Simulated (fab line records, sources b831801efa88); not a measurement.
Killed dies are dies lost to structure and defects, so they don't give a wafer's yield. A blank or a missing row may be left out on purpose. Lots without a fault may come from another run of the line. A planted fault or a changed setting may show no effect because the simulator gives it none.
One fault seen from 2 desks | flow gf180mcu | each desk has only its own numbers; what lay behind them comes last

THE TOOL OWNER'S DESK: furnace-02
The tool's own readings at GF_DUAL_GATE_OXIDATION_02 (stabilise 600 s, purge 300 s, target thk 10.887 nm): means of the sampled wafers that have a number, for each lot that ran on this tool. A lot is out of limits, marked OUT, if its mean lies more than 4 standard deviations from the usual mean; the brackets give that distance.
Columns: A = ox_temp_c at GF_DUAL_GATE_OXIDATION_02, usual 900.1 C; B = spike_tc_bottom_C at GF_DUAL_GATE_OXIDATION_02, usual 923.4 C; C = spike_tc_upper_C at GF_DUAL_GATE_OXIDATION_02, usual 900.2 C; D = tube_center_temp_C at GF_DUAL_GATE_OXIDATION_02, usual 899.99 C
lot  | first seen here | A     | B     | C     | D
L227 | day 8 05:51     | 899.6 | 919.8 | 899.2 | 900.01
L231 | day 9 00:25     | 899.6 | 920.4 | 900.1 | 899.93
L232 | day 9 06:41     | 899.9 | 920.3 | 899.8 | 899.95
L235 | day 10 02:53    | 899.9 | 920.7 | 899.4 | 900.00
L237 | day 10 16:02    | 899.8 | 920.0 | 899.1 | 900.08
L246 | day 13 08:29    | 900.1 | 920.0 | 899.3 | 900.01
L247 | day 13 09:56    | 900.4 | 919.9 | 898.9 | 899.98
This desk's finding: nothing out of limits on any of the 7 lots.

THE METROLOGY DESK
What the gauges read, lot by lot, whatever tool the lot ran on: means of the sampled wafers that have a number. A lot is out of limits, marked OUT, if its mean lies more than 4 standard deviations from the usual mean; the brackets give that distance.
Columns: A = DUAL_GATE_OXIDATION_00_THK at GF_DUAL_GATE_THK_MEAS_03, usual 10.92 nm; B = M3_OVL at GF_M3_OVL_MEAS_15, usual -3 nm; C = V3_W_THK at GF_V3_THK_MEAS_25, usual 351 nm
lot  | first seen here | A                | B  | C
L226 | day 7 23:48     | 11.02            | -5 | 359
L228 | day 8 04:13     | 11.32            | -6 | 350
L227 | day 8 07:18     | 10.90            | 2  | 358
L229 | day 8 10:53     | 10.98            | 1  | 349
L231 | day 9 01:52     | 10.83            | -4 | 345
L232 | day 9 08:08     | 10.98            | -6 | 354
L235 | day 10 04:20    | 12.27 (+5.6) OUT | 3  | 340
L237 | day 10 17:29    | 12.71 (+7.5) OUT | -3 | 354
L245 | day 13 03:37    | 10.79            | -0 | 344
L246 | day 13 09:56    | 11.37            | 1  | 354
L247 | day 13 11:23    | 11.35            | -2 | 362
L248 | day 14 02:54    | 10.67            | -5 | 349
L249 | day 14 04:22    | 10.80            | -7 | 334
This desk's finding: out of limits on L235, L237; first on L235, day 10 04:20 (DUAL_GATE_OXIDATION_00_THK at GF_DUAL_GATE_THK_MEAS_03). In limits: L226, L228, L227, L229, L231, L232, L245, L246, L247, L248, L249.

PUT TOGETHER
The metrology desk could have raised an alarm at day 10 04:20, on L235, L237.
The tool owner's desk saw nothing out of limits.
The tool owner's desk has L235, L237 on record, within its limits.
Of the lots named, all ran GF_DUAL_GATE_OXIDATION_02 on furnace-02.

WHAT THE SIMULATOR HAD PUT IN
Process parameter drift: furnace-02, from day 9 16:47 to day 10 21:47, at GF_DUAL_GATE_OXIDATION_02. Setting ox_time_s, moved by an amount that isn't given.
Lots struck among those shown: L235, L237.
Hours from the fault's start to each desk's first reading out of limits: the metrology desk, 12.
